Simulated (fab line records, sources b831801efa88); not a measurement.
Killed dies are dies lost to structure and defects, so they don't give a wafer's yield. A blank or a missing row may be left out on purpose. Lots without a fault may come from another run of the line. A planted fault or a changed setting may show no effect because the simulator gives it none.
Which tool did it? | flow sky130 | 13 lots, 39 wafers sampled, at 5 steps of a route of 708

WHAT THE GAUGES READ, wafer by wafer
SKY_VT_ADJUST_HVTP_CD_MEAS_07: target cd 380 nm. Usual: cd_nm 379.7 nm, standard deviation 2.3.
lot  | measured     | on        | cd_nm (nm)        | flag
L549 | day 6 04:39  | cd_sem-02 | 379.9 378.4 375.2 |
L552 | day 6 21:42  | cd_sem-02 | 380.5 379.8 380.6 |
L553 | day 7 02:55  | cd_sem-02 | 380.6 378.0 378.9 |
L555 | day 7 13:24  | cd_sem-01 | 380.6 381.6 381.7 |
L556 | day 7 23:51  | cd_sem-01 | 381.8 379.7 383.5 |
L557 | day 8 03:08  | cd_sem-01 | 377.2 379.5 375.0 |
L558 | day 8 10:57  | cd_sem-01 | 382.8 387.0 385.0 |
L560 | day 9 02:10  | cd_sem-02 | 382.3 380.0 379.6 |
L561 | day 9 13:19  | cd_sem-01 | 379.4 382.6 379.2 |
L566 | day 10 17:40 | cd_sem-02 | 377.0 380.1 377.6 |
L568 | day 11 07:10 | cd_sem-02 | 381.1 381.1 382.5 |
L570 | day 11 16:10 | cd_sem-02 | 380.4 383.6 380.9 |
L572 | day 12 07:25 | cd_sem-01 | 377.1 377.1 376.7 |

SKY_VT_ADJUST_PCH_TW_MEAS_10. Usual: VT_ADJUST_PCH_TW 142.9, standard deviation 1.5.
lot  | measured     | on            | VT_ADJUST_PCH_TW  | flag
L549 | day 10 12:47 | film_metro-02 | 141.0 141.9 141.7 |
L552 | day 11 09:03 | film_metro-02 | 140.8 141.1 140.8 |
L553 | day 11 15:06 | film_metro-01 | 144.8 144.5 144.3 |
L555 | day 12 03:52 | film_metro-01 | 144.3 144.2 144.5 |
L556 | day 12 16:49 | film_metro-01 | 144.6 143.7 144.9 |
L557 | day 12 20:55 | film_metro-04 | 142.4 142.5 142.8 |
L558 | day 13 05:42 | film_metro-04 | 142.8 142.7 143.5 |
L560 | day 14 00:35 | film_metro-02 | 141.9 142.9 141.8 |
L561 | day 14 13:59 | film_metro-01 | 144.1 144.0 143.7 |
L566 | day 15 20:56 | film_metro-01 | 162.8 163.0 162.0 | OFF
L568 | day 16 14:59 | film_metro-02 | 158.8 159.3 159.4 | OFF
L570 | day 17 01:04 | film_metro-02 | 141.3 141.6 141.7 |
L572 | day 17 19:27 | film_metro-02 | 141.8 141.2 141.6 |

SKY_LOCAL_INTERCONNECT_OVL_MEAS_12. Usual: LOCAL_INTERCONNECT_OVL 0 nm, standard deviation 5.1.
lot  | measured     | on         | LOCAL_INTERCONNECT_OVL (nm) | flag
L549 | day 30 11:37 | overlay-02 | 0 0 -5                      |
L552 | day 31 12:16 | overlay-02 | 3 8 1                       |
L553 | day 31 14:41 | overlay-02 | 6 3 12                      |
L555 | day 32 07:47 | overlay-01 | -13 3 -8                    |
L556 | day 33 10:11 | overlay-01 | -2 -1 1                     |
L557 | day 33 11:44 | overlay-01 | -1 -3 5                     |
L558 | day 33 14:07 | overlay-02 | -3 -2 3                     |
L560 | day 34 09:01 | overlay-02 | 6 9 8                       |
L561 | day 34 16:59 | overlay-01 | -3 3 0                      |
L566 | day 35 23:13 | overlay-01 | 6 7 4                       |
L568 | day 36 16:34 | overlay-01 | -1 0 -6                     |
L570 | day 36 23:41 | overlay-02 | -5 -4 -5                    |
L572 | day 37 17:16 | overlay-02 | 1 8 -1                      |

WHICH TOOL RAN EACH LOT (tool, then ch and the chambers of the sampled wafers, then the start)
lot  | SKY_VT_ADJUST_HVTP_SOFTBAKE_03    | SKY_VT_ADJUST_PCH_IMPLANT_08
L549 | litho_track-02 ch 0, day 5 19:33  | implanter-04 ch 0, day 10 12:32
L552 | litho_track-01 ch 0, day 6 12:07  | implanter-03 ch 0, day 11 08:48
L553 | litho_track-03 ch 0, day 6 17:16  | implanter-03 ch 0, day 11 14:52
L555 | litho_track-03 ch 0, day 7 03:06  | implanter-04 ch 0, day 12 03:38
L556 | litho_track-03 ch 0, day 7 13:45  | implanter-02 ch 0, day 12 16:35
L557 | litho_track-02 ch 0, day 7 16:42  | implanter-03 ch 0, day 12 20:42
L558 | litho_track-02 ch 0, day 8 00:00  | implanter-04 ch 0, day 13 05:27
L560 | litho_track-03 ch 0, day 8 15:24  | implanter-04 ch 0, day 14 00:20
L561 | litho_track-03 ch 0, day 9 02:37  | implanter-02 ch 0, day 14 13:46
L566 | litho_track-01 ch 0, day 10 06:25 | implanter-02 ch 0, day 15 20:41
L568 | litho_track-03 ch 0, day 10 19:24 | implanter-02 ch 0, day 16 14:44
L570 | litho_track-03 ch 0, day 11 04:34 | implanter-03 ch 0, day 17 00:51
L572 | litho_track-02 ch 0, day 11 19:23 | implanter-04 ch 0, day 17 19:13
- SKY_VT_ADJUST_HVTP_SOFTBAKE_03: time 62.05 s.
- SKY_VT_ADJUST_PCH_IMPLANT_08

WHAT THE TOOLS THEMSELVES READ (means of the sampled wafers that have a number; where no wafer has one, the mark that the record gives instead)
SKY_VT_ADJUST_HVTP_SOFTBAKE_03. Usual: plate_sensor_t_centre_C 90.758 C, standard deviation 0.0092; plate_sensor_t_edge_C 90.829 C, standard deviation 0.011.
lot  | tool           | plate_sensor_t_centre_C (C) | plate_sensor_t_edge_C (C) | flag
L549 | litho_track-02 | 90.756                      | 90.823                    |
L552 | litho_track-01 | 90.759                      | 90.835                    |
L553 | litho_track-03 | 90.762                      | 90.830                    |
L555 | litho_track-03 | 90.768                      | 90.836                    |
L556 | litho_track-03 | 90.758                      | 90.820                    |
L557 | litho_track-02 | 90.759                      | 90.839                    |
L558 | litho_track-02 | 90.761                      | 90.830                    |
L560 | litho_track-03 | 90.765                      | 90.834                    |
L561 | litho_track-03 | 90.751                      | 90.831                    |
L566 | litho_track-01 | 90.759                      | 90.830                    |
L568 | litho_track-03 | 90.752                      | 90.820                    |
L570 | litho_track-03 | 90.762                      | 90.828                    |
L572 | litho_track-02 | 90.760                      | 90.828                    |

SKY_VT_ADJUST_PCH_IMPLANT_08. Usual: dose_ions_cm2 4.999e+11, standard deviation 5.3e+08; faraday_current_uA 2.81, standard deviation 0.053.
lot  | tool         | dose_ions_cm2 | faraday_current_uA | flag
L549 | implanter-04 | 5.000e+11     | 2.79               |
L552 | implanter-03 | 5.005e+11     | 2.85               |
L553 | implanter-03 | 4.997e+11     | 2.80               |
L555 | implanter-04 | 5.002e+11     | 2.77               |
L556 | implanter-02 | 4.991e+11     | 2.78               |
L557 | implanter-03 | 4.995e+11     | 2.79               |
L558 | implanter-04 | 5.002e+11     | 2.85               |
L560 | implanter-04 | 5.002e+11     | 2.81               |
L561 | implanter-02 | 5.000e+11     | 2.77               |
L566 | implanter-02 | 7.677e+11     | 4.30               | OFF
L568 | implanter-02 | 7.682e+11     | 4.35               | OFF
L570 | implanter-03 | 4.996e+11     | 2.83               |
L572 | implanter-04 | 4.996e+11     | 2.76               |

THE ANSWER, worked out from the rows above alone
Rule: a lot is off if the mean of its wafers that have a number lies more than 3 standard deviations from the usual mean. A lot without any number at a reading at which 4 lots or more have one is off too. The other lots that the step has rows for count as sound. The gauges are gone through in route order, then the tools' own readings, and for those a lot's mean is taken as printed above. The first step at which some lot is off is used, and at that step the reading that is off furthest; a lot without a number counts as furthest.
Off: L566, L568, at SKY_VT_ADJUST_PCH_TW_MEAS_10 (VT_ADJUST_PCH_TW).
A tool fits if, at a process step before that reading, it ran every lot that is off, and no sound lot after the first of them. The gauges at SKY_VT_ADJUST_PCH_TW_MEAS_10 aren't tried: what is off there is off at SKY_VT_ADJUST_PCH_IMPLANT_08 too, on other tools, and a gauge's error can't cause that. One fits: implanter-02 at SKY_VT_ADJUST_PCH_IMPLANT_08. Its last sound lot is L561 (day 14 13:46), its first lot that is off L566 (day 15 20:41): a fault that began between those two fits.
The tool's own readings at SKY_VT_ADJUST_PCH_IMPLANT_08 bear it out: on the lots that are off they differ by more than 5 times the standard deviation of the sound lots' means. dose_ions_cm2 reads 7.680e+11 there against 4.999e+11 on the sound lots; faraday_current_uA reads 4.32 there against 2.80 on the sound lots.

WHAT THE SIMULATOR HAD PUT IN
Process parameter drift: implanter-02, from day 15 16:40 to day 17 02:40, at SKY_VT_ADJUST_PCH_IMPLANT_08. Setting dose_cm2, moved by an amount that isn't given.
Lots struck among those shown: L566, L568. The rule above found the same.
